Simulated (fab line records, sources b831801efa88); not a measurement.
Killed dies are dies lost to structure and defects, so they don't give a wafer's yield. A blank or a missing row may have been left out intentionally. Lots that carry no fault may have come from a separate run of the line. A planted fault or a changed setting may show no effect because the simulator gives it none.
fab line records    flow sky130
record lots=5  wafers=15  last_day=50
route steps=708 shown CONTACT@417 PAD_OPEN@708
lots with no fault: from the same line, run without faults
start_h: the number of hours between the record's first day and the start of the first shown wafer of the lot    wait_h: hours since the lot's step before    " as in the row above    L1.1+2: a row that stands for several wafers    - value missing, or start not given    * or withheld: withheld    < > ~ a bound
route shown NAME@n: a module of which the file shows steps, and the number in the route of the first    usual: mean and standard deviation over wafers with no fault    same: alike in all rows    chamber/n: place in a boat    sites: each site's reading    _std_site: their standard deviation    _edge_site: outer sites' mean less inner sites'    radius_mm: for every site, how far away it sits from the centre of the wafer    mask NAME#n: copy n    behind: the last tool/chamber to shape the wafer    hold: reason for holding the lot/hours on hold/outcome of the hold    device: the n, p or np transistor that did not switch    end of line: at the end of the route, the tests of the same wafers    where a step has no rows: the recipe by itself    killed: dies lost to structure and defects at the first sort, not the wafer's yield    map: per-die view of a wafer (x killed, . not killed, _ where there is no die)
set.NAME: the setting the step ran with; set.NAME@STEP: the setting that earlier step ran with    model.NAME: the simulator's own value behind a step, which no gauge read
a table for each step, a row for each wafer; lots at some steps of the route
services: from which hour (start_h, from the record's first day; less than 0 if before it) a tool's chamber was out of use, for how many hours, and why
## steps
# step SKY_CONTACT_EXPOSE_11
# recipe mask_id=CTM1  na=0.8  source_shape=annular  sigma_inner=0.55  sigma_outer=0.85  target_cd_nm=170  dose_mj=38
# step SKY_CONTACT_PEB_12
# recipe peb_temp_c=withheld  peb_time_s=withheld  resist=KrF-thick
# step SKY_CONTACT_DEVELOP_13
# recipe develop_time_s=60  resist=KrF-thick  dev_temp_c=21
# step SKY_CONTACT_CD_MEAS_14
# recipe target_cd_nm=170
# usual cd_nm=169.9/1.3
lot.wafer  tool       chamber  start_h  wait_h  cd_nm
L866.1     cd_sem-02  -        787.46   -       169.1
L866.3     "          -        "        "       170.3
L866.5     "          -        "        "       168.4
L871.3     cd_sem-02  -        817.05   -       169.3
L871.4     "          -        "        "       167.9
L871.5     "          -        "        "       169.3
L877.2     cd_sem-02  -        862.03   -       169.1
L877.4     "          -        "        "       169.0
L877.5     "          -        "        "       169.7
L878.3     cd_sem-02  -        880.85   -       168.4
L878.4     "          -        "        "       167.1
L878.6     "          -        "        "       167.8
L883.2     cd_sem-02  -        907.63   -       169.8
L883.3     "          -        "        "       169.1
L883.4     "          -        "        "       168.2
# step SKY_CONTACT_OVL_MEAS_15
# usual CONTACT_OVL=3/5.4
lot.wafer  tool        chamber  start_h  wait_h  CONTACT_OVL[nm]
L866.1     overlay-02  -        787.58   0.1     0
L866.3     "           -        "        "       9
L866.5     "           -        "        "       0
L871.3     overlay-02  -        817.14   0.1     -2
L871.4     "           -        "        "       1
L871.5     "           -        "        "       -9
L877.2     overlay-01  -        862.14   0.1     10
L877.4     "           -        "        "       14
L877.5     "           -        "        "       10
L878.3     overlay-02  -        880.94   0.1     6
L878.4     "           -        "        "       1
L878.6     "           -        "        "       2
L883.2     overlay-01  -        907.74   0.1     1
L883.3     "           -        "        "       2
L883.4     "           -        "        "       -3
# step SKY_CONTACT_ETCH_16
# recipe chemistry=N2/H2  target=BARC  ion_energy_ev=200  source_w=500  bias_w=100  pressure_mtorr=30  n2_flow_sccm=100  h2_flow_sccm=200  stop_on=SiO2  time_s=45.9  target_depth_a=600
# usual drypump_motor_current_A=5.6/0.45  n2_flow_sccm=100.1/0.3  oes_product_au=0.854/0.0051  throttle_valve_pct=13.225/0.0095
lot.wafer  tool         chamber  start_h  wait_h  drypump_motor_current_A  n2_flow_sccm  oes_product_au  rf_hours_counter_h  throttle_valve_pct
L866.1     rie_diel-02  3        787.62   0.0     6.2                      99.8          0.849           33                  13.221
L866.3     "            1        "        "       5.2                      99.7          0.854           7                   13.218
L866.5     "            2        "        "       5.4                      100.4         0.850           -                   13.215
L871.3     rie_diel-04  2        817.17   0.0     5.7                      99.8          0.856           17                  13.222
L871.4     "            1        "        "       5.6                      99.5          0.851           8                   13.219
L871.5     "            1        "        "       5.5                      100.0         0.854           -                   13.233
L877.2     rie_diel-02  1        862.17   0.0     5.2                      100.1         0.853           10                  13.230
L877.4     "            3        "        "       6.2                      100.1         0.862           -                   13.218
L877.5     "            0        "        "       6.1                      100.0         0.854           -                   13.222
L878.3     rie_diel-02  1        880.97   0.0     5.2                      99.9          0.854           10                  13.242
L878.4     "            2        "        "       5.4                      99.6          0.856           0                   13.229
L878.6     "            2        "        "       5.4                      99.6          0.859           -                   13.210
L883.2     rie_diel-02  1        907.77   0.0     5.2                      100.5         0.857           12                  13.225
L883.3     "            3        "        "       6.2                      100.2         0.860           3                   13.226
L883.4     "            2        "        "       5.4                      100.1         0.853           2                   13.232
# step SKY_CONTACT_ETCH_17
# recipe target=SiO2  chemistry=C4F8/O2/Ar  stop_on=Si3N4  mask_material=KrF-thick  source_w=1500  bias_w=1200  pressure_mtorr=40  c4f8_flow_sccm=withheld  O2_flow_sccm=6  Ar_flow_sccm=300  time_s=withheld  target_depth_a=3400
# usual oes_product_au=0.892/0.0042
lot.wafer  tool         chamber  start_h  wait_h  oes_product_au
L866.1     rie_diel-02  3        787.66   0.0     0.894
L866.3     "            1        "        "       0.888
L866.5     "            2        "        "       0.896
L871.3     rie_diel-04  2        817.21   0.0     0.893
L871.4     "            1        "        "       0.898
L871.5     "            1        "        "       0.890
L877.2     rie_diel-02  1        862.21   0.0     0.895
L877.4     "            3        "        "       0.897
L877.5     "            0        "        "       0.893
L878.3     rie_diel-02  1        881.01   0.0     0.882
L878.4     "            2        "        "       0.887
L878.6     "            2        "        "       0.890
L883.2     rie_diel-02  1        907.81   0.0     0.892
L883.3     "            3        "        "       0.892
L883.4     "            2        "        "       0.886
# step SKY_CONTACT_ETCH_18
# recipe target=Si3N4  chemistry=CHF3/O2  stop_on=TiN  source_w=600  bias_w=200  pressure_mtorr=40  chf3_flow_sccm=50  O2_flow_sccm=5  time_s=39  target_depth_a=750
# usual drypump_motor_current_A=5.6/0.45  oes_product_au=0.854/0.0076  throttle_valve_pct=8.793/0.0092
lot.wafer  tool         chamber  start_h  wait_h  drypump_motor_current_A  oes_product_au  rf_hours_counter_h  throttle_valve_pct
L866.1     rie_diel-02  3        -        -       6.2                      0.850           33                  8.796
L866.3     "            1        "        "       5.2                      0.864           7                   8.793
L866.5     "            2        "        "       5.4                      0.869           -                   8.803
L871.3     rie_diel-04  2        -        -       5.7                      0.852           17                  8.805
L871.4     "            1        "        "       5.6                      0.862           8                   8.774
L871.5     "            1        "        "       5.6                      0.871           -                   8.797
L877.2     rie_diel-02  1        -        -       5.2                      0.845           10                  8.775
L877.4     "            3        "        "       6.2                      0.859           -                   8.798
L877.5     "            0        "        "       6.1                      0.847           -                   8.796
L878.3     rie_diel-02  1        -        -       5.2                      0.841           10                  8.801
L878.4     "            2        "        "       5.4                      0.853           0                   8.801
L878.6     "            2        "        "       5.4                      0.852           -                   8.798
L883.2     rie_diel-02  1        -        -       5.2                      0.849           12                  8.772
L883.3     "            3        "        "       6.2                      0.854           3                   8.800
L883.4     "            2        "        "       5.4                      0.863           2                   8.798
# step SKY_CONTACT_STRIP_19
# recipe chemistry=O2/N2  power_w=1400  pressure_mtorr=1500  platen_temp_c=withheld  o2_flow_sccm=3000  n2_flow_sccm=300  overash_fraction=0.5
# usual drypump_motor_current_A=5.64/0.26  n2_flow_sccm=300.1/0.83  oes_product_au=0.380/0.0051  strip_time_to_endpoint_s=3.62/0.041
lot.wafer  tool             chamber  start_h  wait_h  drypump_motor_current_A  n2_flow_sccm  oes_product_au  rf_hours_counter_h  strip_time_to_endpoint_s
L866.1     plasma_asher-01  0        787.75   -       5.55                     300.6         0.375           30                  3.62
L866.3     "                1        "        "       6.02                     300.7         0.377           -                   3.59
L866.5     "                1        "        "       6.06                     300.5         0.378           -                   3.60
L871.3     plasma_asher-01  1        817.33   -       6.04                     300.3         0.379           -                   3.59
L871.4     "                0        "        "       5.55                     301.1         0.386           -                   3.65
L871.5     "                0        "        "       5.56                     300.0         0.371           -                   3.65
L877.2     plasma_asher-01  1        862.30   -       5.98                     301.8         0.374           37                  3.60
L877.4     "                1        "        "       5.96                     299.8         0.381           -                   3.62
L877.5     "                1        "        "       6.00                     300.0         0.398           -                   3.63
L878.3     plasma_asher-01  0        881.13   -       5.54                     299.6         0.372           -                   3.56
L878.4     "                1        "        "       6.00                     300.8         0.380           -                   3.65
L878.6     "                1        "        "       6.02                     299.6         0.377           -                   3.63
L883.2     plasma_asher-01  0        907.90   -       5.54                     299.3         0.391           42                  3.59
L883.3     "                1        "        "       5.99                     298.8         0.376           -                   3.60
L883.4     "                0        "        "       5.54                     298.6         0.385           -                   3.68
# step SKY_CONTACT_STRIP_20
# recipe chemistry=post_etch_residue_remover  time_s=1200  temp_c=72.5
# step SKY_CONTACT_CLEAN_21
# recipe chemistry=IPA  time_s=180  temp_c=25
# step SKY_CONTACT_CLEAN_22
# recipe chemistry=O3/DIW  dry=n2_spin
# step SKY_CONTACT_SPUTTER_23
# recipe material=TiN  target_thk_nm=20  chamber_pressure_pa=5  power_w=4000  time_s=80
# usual throttle_valve_pct=30.0/0.86
lot.wafer  tool            chamber  start_h  wait_h  throttle_valve_pct  model.TiN_of_CONTACT_SPUTTER_23.thk_nm
L866.1     pvd_sputter-03  -        788.39   0.0     28.8                19.96
L866.3     "               -        "        "       30.8                20.17
L866.5     "               -        "        "       29.1                20.06
L871.3     pvd_sputter-03  -        817.98   0.0     30.3                19.8
L871.4     "               -        "        "       30.5                13.89
L871.5     "               -        "        "       29.3                20.07
L877.2     pvd_sputter-01  -        862.89   0.0     31.2                19.86
L877.4     "               -        "        "       30.4                19.93
L877.5     "               -        "        "       31.1                19.96
L878.3     pvd_sputter-02  -        881.69   0.0     29.6                20.24
L878.4     "               -        "        "       29.2                20.15
L878.6     "               -        "        "       30.1                20.25
L883.2     pvd_sputter-03  -        908.49   0.0     29.6                20.22
L883.3     "               -        "        "       28.9                20.14
L883.4     "               -        "        "       30.7                20.22
# step SKY_CONTACT_CVD_24
# recipe material=W  target_thk_nm=340  time_s=102.12  temp_c=400  pressure_torr=40
# usual heater_power_w=883/43
lot.wafer  tool      chamber  start_h  wait_h  heater_power_w
L866.1     cvd_w-02  0        788.45   0.0     873
L866.3     "         1        "        "       906
L866.5     "         0        "        "       888
L871.3     cvd_w-02  0        818.08   0.1     858
L871.4     "         1        "        "       926
L871.5     "         0        "        "       878
L877.2     cvd_w-01  1        862.95   0.0     936
L877.4     "         1        "        "       953
L877.5     "         0        "        "       832
L878.3     cvd_w-01  0        881.83   0.1     842
L878.4     "         0        "        "       839
L878.6     "         0        "        "       830
L883.2     cvd_w-02  1        908.55   0.0     921
L883.3     "         1        "        "       915
L883.4     "         0        "        "       872
# step SKY_PAD_OPEN_PROBE_99
# usual killed_at_M0_to_M3=44/6  killed_at_M4_up=2.9/1.5  killed_at_contacts=24/4.9  killed_at_front_end=16/4.3  killed_at_other=0.3/0.54  killed_dies=87/8.7  killed_open=48/6.7  killed_short=39/5.9
# same gross_dies=492  killed_at_back_side=0
lot.wafer  tool       chamber  start_h  wait_h  killed_at_M0_to_M3  killed_at_M4_up  killed_at_contacts  killed_at_front_end  killed_at_other  killed_dies  killed_open  killed_short
L878.3     prober-02  -        1181.18  0.2     41                  2                21                  10                   2                76           51           25
L878.4     prober-02  -        1181.23  0.2     50                  2                23                  8                    1                84           54           30
L878.6     prober-02  -        1181.33  0.2     35                  4                18                  13                   1                71           35           34
L883.2     prober-01  -        1198.40  0.1     48                  4                21                  21                   0                94           53           41
L883.3     prober-01  -        1198.45  0.2     37                  4                34                  17                   1                93           41           52
L883.4     prober-01  -        1198.50  0.2     44                  4                24                  20                   0                92           52           40
# killed by level:class
L878.3 VIA1:geometric_particle:open=11 VIA2:geometric_particle:open=8 LI_CONTACT:geometric_particle:open=7 CONTACT:geometric_particle:open=7 VIA3:geometric_particle:open=6 VIA1:geometric_particle:short=4 POLY_GATE:geometric_particle:short=3 CONTACT:geometric_particle:short=3
L878.4 VIA1:geometric_particle:open=13 VIA3:geometric_particle:open=11 LI_CONTACT:geometric_particle:open=8 CONTACT:geometric_particle:open=8 VIA2:geometric_particle:open=7 METAL3:geometric_particle:short=6 METAL1:geometric_particle:short=5 VIA1:geometric_particle:short=4
L878.6 VIA3:geometric_particle:open=7 CONTACT:geometric_particle:open=6 FIELD_ISO:geometric_particle:short=4 LI_CONTACT:geometric_particle:open=4 LOCAL_INTERCONNECT:geometric_particle:short=4 METAL1:geometric_particle:short=4 VIA2:geometric_particle:open=4 POLY_GATE:geometric_particle:short=3
L883.2 VIA2:geometric_particle:open=11 VIA1:geometric_particle:short=10 VIA1:geometric_particle:open=8 FIELD_ISO:geometric_particle:open=7 LI_CONTACT:geometric_particle:open=7 CONTACT:geometric_particle:open=7 FIELD_ISO:geometric_particle:short=6 CONTACT:geometric_particle:short=6
L883.3 CONTACT:geometric_particle:open=11 CONTACT:geometric_particle:short=9 LI_CONTACT:geometric_particle:open=8 METAL1:geometric_particle:short=6 VIA3:geometric_particle:short=6 FIELD_ISO:geometric_particle:short=5 VIA2:geometric_particle:open=5 VIA1:geometric_particle:open=5
L883.4 CONTACT:geometric_particle:open=9 VIA1:geometric_particle:open=9 METAL1:geometric_particle:short=8 VIA2:geometric_particle:open=8 POLY_GATE:geometric_particle:open=6 LI_CONTACT:geometric_particle:open=6 CONTACT:geometric_particle:short=6 POLY_GATE:geometric_particle:short=4
## services
tool             chamber  start_h  hours  kind
cvd_w-01         -        770.92   6.0    pm
rie_diel-04      1        783.78   1.3    repair
plasma_asher-01  -        790.51   2.7    repair
pvd_sputter-01   -        824.31   1.1    repair
rie_diel-02      3        826.85   -      clean
rie_diel-02      3        826.85   22.1   scheduled_down
rie_diel-02      3        826.85   22.1   vent_cycle
cvd_w-02         -        839.92   14.5   repair
rie_diel-02      2        845.36   7.4    repair
rie_diel-04      3        850.42   -      clean
rie_diel-04      3        850.42   16.6   scheduled_down
rie_diel-04      3        850.42   16.6   vent_cycle
rie_diel-02      2        852.77   -      clean
rie_diel-02      2        852.77   18.3   scheduled_down
rie_diel-02      2        852.77   18.3   vent_cycle
pvd_sputter-02   -        868.80   0.9    repair
cvd_w-01         1        873.22   17.6   repair
pvd_sputter-03   0        882.59   -      consumable_replace:kit
pvd_sputter-03   0        882.59   18.0   scheduled_down
pvd_sputter-03   0        882.59   18.0   vent_cycle
rie_diel-04      1        898.08   1.4    repair
cvd_w-01         -        904.00   14.0   pm
cvd_w-01         0        904.00   14.0   vent_cycle
cvd_w-01         1        904.00   14.0   vent_cycle
## key
first_sign none at tools or gauges
model_effect step=SKY_CONTACT_SPUTTER_23  value=TiN_of_CONTACT_SPUTTER_23.thk_nm  without=19.75  struck=13.89
met_at SKY_CONTACT_SPUTTER_23
struck_wafers L871.4
tester_left_out L871
onset_between 788.39 817.98
fault kind=process_parameter_drift  tool=pvd_sputter-03  chamber=-  onset_h=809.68  steps=SKY_CONTACT_SPUTTER_23  channel=target_thk_nm  offset=-5.8538  shape=step  end_h=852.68  acts_in=these_recipes_only  stated=20  scope=struck_wafers_only
# tester_left_out: of these lots the tester's yield and bins aren't shown, on N5 and GAA mostly nor the transistor test; their killed dies are dies lost to structure and defects alone, not to doping, threshold or leakage, so they don't give the yield
